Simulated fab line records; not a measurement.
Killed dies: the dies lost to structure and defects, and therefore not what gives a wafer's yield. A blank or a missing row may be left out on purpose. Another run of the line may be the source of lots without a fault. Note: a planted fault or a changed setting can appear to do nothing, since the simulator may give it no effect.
Matching of chambers + flow sky130 + SKY_LI_CONTACT_CMP_02 on cmp-02 has 4 sister chambers
The step polishes PSG. 8 wafers are shown with their chamber, then 8 later ones without.

## WAFERS PAIRED WITH THEIR CHAMBERS
| wafer  | chamber | motor-current-A (A) | time-to-endpoint-s (s) |
|--------|---------|---------------------|------------------------|
| L263.1 | 0       | 14.0                | 31.3                   |
| L266.1 | 1       | 12.9                | 33.5                   |
| L267.5 | 0       | 14.1                | 35.7                   |
| L267.6 | 3       | 10.9                | 32.2                   |
| L268.1 | 3       | 11.5                | 29.8                   |
| L268.2 | 2       | 10.7                | 29.3                   |
| L268.6 | 1       | 12.5                | 29.6                   |
| L270.3 | 2       | 11.3                | 29.5                   |

## WAFERS WHOSE CHAMBER IS MISSING
| wafer  | motor-current-A (A) | time-to-endpoint-s (s) |
|--------|---------------------|------------------------|
| L270.4 | 10.9                | 32.0                   |
| L270.5 | 11.0                | 31.0                   |
| L277.2 | 11.0                | 34.6                   |
| L277.4 | 13.0                | 33.5                   |
| L277.5 | 10.4                | 37.1                   |
| L280.1 | 13.7                | 29.4                   |
| L280.2 | 12.8                | 29.5                   |
| L280.4 | 11.5                | 29.4                   |

## CHAMBER TAKEN BY EACH
| wafer  | from the rows above     | in truth |
|--------|-------------------------|----------|
| L270.4 | can't be placed: 3 or 2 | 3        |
| L270.5 | can't be placed: 3 or 2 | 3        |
| L277.2 | can't be placed: 3 or 2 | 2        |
| L277.4 | can't be placed: 1 or 0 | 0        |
| L277.5 | can't be placed: 3 or 2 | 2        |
| L280.1 | can't be placed: 0 or 1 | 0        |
| L280.2 | 1                       | 1        |
| L280.4 | can't be placed: 3 or 2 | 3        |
1 of 8 placed correctly. Not placeable from these rows: 7 (in 7, the candidates include the true chamber). Number placed wrongly: 0.
How it was worked out, from the rows above alone: a wafer's distance from a chamber is the root of the sum, over the readings, of the square of ((its reading less the chamber's mean) divided by the reading's scatter). The wafer belongs to the nearest chamber; if the next one is less than 2 further off, it can't be placed. A chamber's mean is the mean of its shown wafers. The scatter is the square root of a quotient: the sum, over the shown wafers, of each reading's squared deviation from its chamber's mean, divided by wafers minus chambers.
